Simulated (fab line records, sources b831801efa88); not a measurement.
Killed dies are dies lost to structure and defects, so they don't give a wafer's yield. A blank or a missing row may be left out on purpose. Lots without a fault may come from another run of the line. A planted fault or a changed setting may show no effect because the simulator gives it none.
Which tool did it? | flow sfq_line | 14 lots, 42 wafers sampled, at 5 steps of a route of 325

WHAT THE GAUGES READ, wafer by wafer
SFQ_M3_RS_MEAS_919: measures by four-point-probe.
lot  | measured     | on            | M3_NB_RS (ohm/sq)
L503 | day 32 22:09 | film_metro-02 | 0.885 0.870 0.888
L504 | day 32 23:21 | film_metro-04 | 0.878 0.885 0.880
L505 | day 33 04:09 | film_metro-01 | 0.887 0.895 0.888
L506 | day 33 14:45 | film_metro-02 | 0.886 0.877 0.884
L507 | day 35 07:44 | film_metro-01 | 0.868 0.877 0.884
L508 | day 35 13:47 | film_metro-02 | 0.887 0.882 0.882
L510 | day 36 00:35 | film_metro-01 | 0.882 0.884 0.878
L511 | day 36 16:34 | film_metro-04 | 0.882 0.880 0.878
L512 | day 42 16:15 | film_metro-01 | 0.891 0.886 0.884
L513 | day 43 00:38 | film_metro-01 | 0.893 0.902 0.892
L514 | day 43 12:43 | film_metro-01 | 0.887 0.881 0.888
L515 | day 43 23:18 | film_metro-04 | 0.888 0.895 0.893
L518 | day 45 13:44 | film_metro-01 | 0.890 0.884 0.886
L521 | day 45 22:06 | film_metro-04 | 0.886 0.882 0.890

WHICH TOOL RAN EACH LOT (tool, then ch and the chambers of the sampled wafers, then the start)
lot  | SFQ_TRILAYER_L0_CAP_PECVD_011  | SFQ_TRILAYER_L0_VIA_ETCH_VIA_ETCH_016 | SFQ_TRILAYER_I2_VIA_BARC_OPEN_VIA_ETCH_096 | SFQ_TRILAYER_I2_VIA_STRIP_STRIP_071
L503 | pecvd-03 ch 1,2, day 4 10:08   | rie_diel-01 ch 0,1,3, day 7 17:14     | rie_diel-01 ch 0,2,3, day 32 21:05         | rie_metal-03 ch 0,1, day 32 21:14
L504 | pecvd-01 ch 0,2, day 4 17:59   | rie_diel-04 ch 0,2,3, day 8 01:38     | rie_diel-04 ch 1,2,3, day 32 22:17         | rie_metal-02 ch 1, day 32 22:26
L505 | pecvd-03 ch 0,1,2, day 5 04:17 | rie_diel-02 ch 1,2,3, day 8 12:26     | rie_diel-04 ch 0,3, day 33 03:05           | rie_metal-03 ch 0,1, day 33 03:14
L506 | pecvd-04 ch 0,2, day 5 06:55   | rie_diel-01 ch 0,1, day 8 17:14       | rie_diel-03 ch 0,2,3, day 33 13:41         | rie_metal-03 ch 0,1, day 33 13:50
L507 | pecvd-04 ch 0,1,2, day 5 11:44 | rie_diel-04 ch 0,1, day 9 06:49       | rie_diel-01 ch 0,1,2, day 35 06:41         | rie_metal-01 ch 0,1, day 35 06:50
L508 | pecvd-03 ch 1,2, day 5 17:29   | rie_diel-04 ch 0,3, day 9 15:13       | rie_diel-04 ch 0,1,3, day 35 12:43         | rie_metal-03 ch 0,1, day 35 12:52
L510 | pecvd-03 ch 0,1,2, day 6 05:29 | rie_diel-01 ch 2,3, day 10 10:26      | rie_diel-01 ch 0,1,3, day 35 23:31         | rie_metal-01 ch 0, day 35 23:40
L511 | pecvd-03 ch 0,1, day 6 11:29   | rie_diel-02 ch 0,2,3, day 10 15:14    | rie_diel-01 ch 0,1,3, day 36 15:30         | rie_metal-01 ch 0,1, day 36 15:39
L512 | pecvd-01 ch 1,2, day 6 18:41   | rie_diel-02 ch 0,3, day 11 00:50      | rie_diel-01 ch 1,2,3, day 42 15:11         | rie_metal-03 ch 0,1, day 42 15:20
L513 | pecvd-04 ch 0,1,2, day 7 00:48 | rie_diel-02 ch 0,2,3, day 11 04:35    | rie_diel-04 ch 1,2,3, day 42 23:35         | rie_metal-01 ch 0,1, day 42 23:44
L514 | pecvd-01 ch 0,1,2, day 7 05:37 | rie_diel-01 ch 0,1, day 11 09:14      | rie_diel-04 ch 0,3, day 43 11:35           | rie_metal-03 ch 0,1, day 43 11:56
L515 | pecvd-04 ch 0,2, day 7 10:51   | rie_diel-04 ch 1,2, day 11 16:26      | rie_diel-01 ch 1,2, day 43 22:14           | rie_metal-02 ch 0,1, day 43 22:23
L518 | pecvd-01 ch 1,2, day 8 01:15   | rie_diel-02 ch 1,3, day 12 12:50      | rie_diel-04 ch 0,1, day 45 12:38           | rie_metal-01 ch 0,1, day 45 12:59
L521 | pecvd-01 ch 1,2, day 8 16:52   | rie_diel-02 ch 0,1, day 13 05:13      | rie_diel-01 ch 0,2, day 45 21:02           | rie_metal-02 ch 0,1, day 45 21:11
- SFQ_TRILAYER_L0_CAP_PECVD_011: deposits SiO2 from SiH4/N2O, time 13.333 s, target thk 60 nm.
- SFQ_TRILAYER_L0_VIA_ETCH_VIA_ETCH_016: etches SiO2 in CHF3, stops on MoNx KI, target depth 80 nm.
- SFQ_TRILAYER_I2_VIA_BARC_OPEN_VIA_ETCH_096: etches BARC in O2, target depth 125 nm, time 41.7 s.
- SFQ_TRILAYER_I2_VIA_STRIP_STRIP_071: strips in O2.

WHAT THE TOOLS THEMSELVES READ (means of the sampled wafers that have a number; where no wafer has one, the mark that the record gives instead)
SFQ_TRILAYER_L0_CAP_PECVD_011.
lot  | tool     | chamber_pressure_Torr (Torr) | heater_power_w (W) | throttle_valve_pct (%)
L503 | pecvd-03 | 2.402                        | 68                 | 23.6
L504 | pecvd-01 | 2.401                        | 83                 | 26.0
L505 | pecvd-03 | 2.398                        | 68                 | 23.6
L506 | pecvd-04 | 2.398                        | 91                 | 24.0
L507 | pecvd-04 | 2.396                        | 92                 | 23.7
L508 | pecvd-03 | 2.394                        | 65                 | 23.7
L510 | pecvd-03 | 2.408                        | 72                 | 23.5
L511 | pecvd-03 | 2.400                        | 77                 | 24.2
L512 | pecvd-01 | 2.397                        | 79                 | 26.3
L513 | pecvd-04 | 2.402                        | 90                 | 23.7
L514 | pecvd-01 | 2.397                        | 92                 | 25.9
L515 | pecvd-04 | 2.404                        | 90                 | 24.2
L518 | pecvd-01 | 2.401                        | 78                 | 26.1
L521 | pecvd-01 | 2.400                        | 86                 | 26.3

SFQ_TRILAYER_L0_VIA_ETCH_VIA_ETCH_016.
lot  | tool        | bias_w (W) | drypump_motor_current_A (A) | oes_product_au (a.u.)
L503 | rie_diel-01 | 80.03      | 6.3                         | 0.835
L504 | rie_diel-04 | 80.10      | 5.4                         | 0.844
L505 | rie_diel-02 | 80.04      | 5.6                         | 0.845
L506 | rie_diel-01 | 79.98      | 6.5                         | 0.844
L507 | rie_diel-04 | 80.06      | 5.4                         | 0.838
L508 | rie_diel-04 | 79.80      | 5.8                         | 0.845
L510 | rie_diel-01 | 79.72      | 5.8                         | 0.846
L511 | rie_diel-02 | 79.95      | 5.5                         | 0.852
L512 | rie_diel-02 | 79.96      | 5.2                         | 0.838
L513 | rie_diel-02 | 80.19      | 5.5                         | 0.838
L514 | rie_diel-01 | 80.22      | 6.5                         | 0.852
L515 | rie_diel-04 | 79.81      | 5.4                         | 0.837
L518 | rie_diel-02 | 79.81      | 5.3                         | 0.820
L521 | rie_diel-02 | 80.02      | 5.4                         | 0.796

SFQ_TRILAYER_I2_VIA_BARC_OPEN_VIA_ETCH_096.
lot  | tool        | bias_w (W) | drypump_motor_current_A (A) | oes_product_au (a.u.)
L503 | rie_diel-01 | 79.96      | 6.1                         | 0.685
L504 | rie_diel-04 | 80.08      | 5.6                         | 0.681
L505 | rie_diel-04 | 79.56      | 5.9                         | 0.681
L506 | rie_diel-03 | 79.96      | 5.5                         | 0.689
L507 | rie_diel-01 | 79.79      | 6.1                         | 0.682
L508 | rie_diel-04 | 79.92      | 5.6                         | 0.684
L510 | rie_diel-01 | 79.95      | 6.3                         | 0.682
L511 | rie_diel-01 | 79.59      | 6.2                         | 0.689
L512 | rie_diel-01 | 80.07      | 5.9                         | 0.688
L513 | rie_diel-04 | 80.21      | 5.6                         | 0.686
L514 | rie_diel-04 | 80.14      | 5.8                         | 0.686
L515 | rie_diel-01 | 80.32      | 6.0                         | 0.685
L518 | rie_diel-04 | 79.45      | 5.4                         | 0.691
L521 | rie_diel-01 | 80.06      | 6.0                         | 0.686

SFQ_TRILAYER_I2_VIA_STRIP_STRIP_071.
lot  | tool         | drypump_motor_current_A (A) | oes_product_au (a.u.)
L503 | rie_metal-03 | 5.9                         | 1.002
L504 | rie_metal-02 | 6.3                         | 0.997
L505 | rie_metal-03 | 5.7                         | 1.009
L506 | rie_metal-03 | 5.7                         | 1.003
L507 | rie_metal-01 | 5.6                         | 1.000
L508 | rie_metal-03 | 5.9                         | 0.990
L510 | rie_metal-01 | 5.3                         | 0.990
L511 | rie_metal-01 | 6.0                         | 1.001
L512 | rie_metal-03 | 5.9                         | 0.999
L513 | rie_metal-01 | 5.6                         | 0.992
L514 | rie_metal-03 | 5.9                         | 0.985
L515 | rie_metal-02 | 6.5                         | 1.001
L518 | rie_metal-01 | 6.0                         | 0.999
L521 | rie_metal-02 | 6.4                         | 0.992

THE ANSWER, worked out from the rows above alone
Rule: what is usual is taken from the lots themselves. Put in order of their means at a reading, lots are off if they are a third of the lots or fewer, leave a main group of 4 or more, and stand apart from it by a gap of 3 or more times the standard deviation of the main group's means; of several such gaps the widest counts. A main group whose means are all the same, to the digits that the tables above print for the reading, isn't used. A lot without any number at a reading at which 4 lots or more have one is off too. The other lots that the step has rows for count as sound. The gauges are gone through in route order, then the tools' own readings, and for those a lot's mean is taken as printed above. The first step at which some lot is off is used, and at that step the reading that is off furthest; a lot without a number counts as furthest.
No lot is off at any reading shown: from this, nothing can be told.

WHAT THE SIMULATOR HAD PUT IN
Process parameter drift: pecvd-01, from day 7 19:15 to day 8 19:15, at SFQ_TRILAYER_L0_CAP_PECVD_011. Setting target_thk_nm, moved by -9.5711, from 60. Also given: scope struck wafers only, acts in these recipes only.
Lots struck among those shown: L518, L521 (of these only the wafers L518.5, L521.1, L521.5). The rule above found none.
